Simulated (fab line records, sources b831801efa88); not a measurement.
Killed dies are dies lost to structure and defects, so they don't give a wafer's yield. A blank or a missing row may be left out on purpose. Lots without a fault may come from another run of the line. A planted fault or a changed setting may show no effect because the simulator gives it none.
Chamber matching | flow gf180mcu | GF_SAB_CVD_00 on pecvd-01: 3 sister chambers
The step deposits SiO2 from TEOS, target thk 50 nm, time 4.9302 s. 16 wafers are shown with their chamber, then 8 later ones without.

WAFERS WITH THEIR CHAMBER
wafer  | chamber | heater_power_w (W)
L899.2 | 0       | 734
L899.5 | 1       | 578
L899.6 | 2       | 702
L900.2 | 0       | 753
L900.3 | 1       | 561
L900.5 | 1       | 545
L908.1 | 2       | 676
L908.2 | 0       | 747
L908.3 | 1       | 631
L909.1 | 0       | 720
L909.5 | 0       | 727
L909.6 | 2       | 720
L916.3 | 0       | 759
L916.5 | 1       | 610
L916.6 | 0       | 748
L917.1 | 1       | 503

SIGNATURES (means of the wafers above)
reading        | chamber 0 | chamber 1 | chamber 2 | scatter within a chamber
heater_power_w | 741.14    | 571.33    | 699.33    | 31.4
Rule: a wafer's distance from a chamber is the root of the sum, over the readings, of the square of ((its reading less the chamber's mean) divided by the reading's scatter). The wafer belongs to the nearest chamber; if the next one is less than 2 further off, it can't be placed. The scatter: the root of (the sum of the squares of (reading less its chamber's mean) over the shown wafers, divided by (wafers less chambers)).

WAFERS WITHOUT THEIR CHAMBER
wafer  | heater_power_w (W)
L917.3 | 712
L917.6 | 716
L919.3 | 661
L919.5 | 669
L919.6 | 765
L921.1 | 746
L921.2 | 597
L921.4 | 739

WHICH CHAMBER EACH WENT THROUGH
wafer  | from the rows above          | in truth
L917.3 | can't be placed: 2 or 0      | 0
L917.6 | can't be placed: 2 or 0      | 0
L919.3 | can't be placed: 2 or 0 or 1 | 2
L919.5 | can't be placed: 2 or 0      | 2
L919.6 | can't be placed: 0 or 2      | 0
L921.1 | can't be placed: 0 or 2      | 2
L921.2 | 1                            | 1
L921.4 | can't be placed: 0 or 2      | 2
Placed correctly: 1 of 8. Can't be placed from these rows: 7 (the true chamber is among the candidates in 7). Placed wrongly: 0.
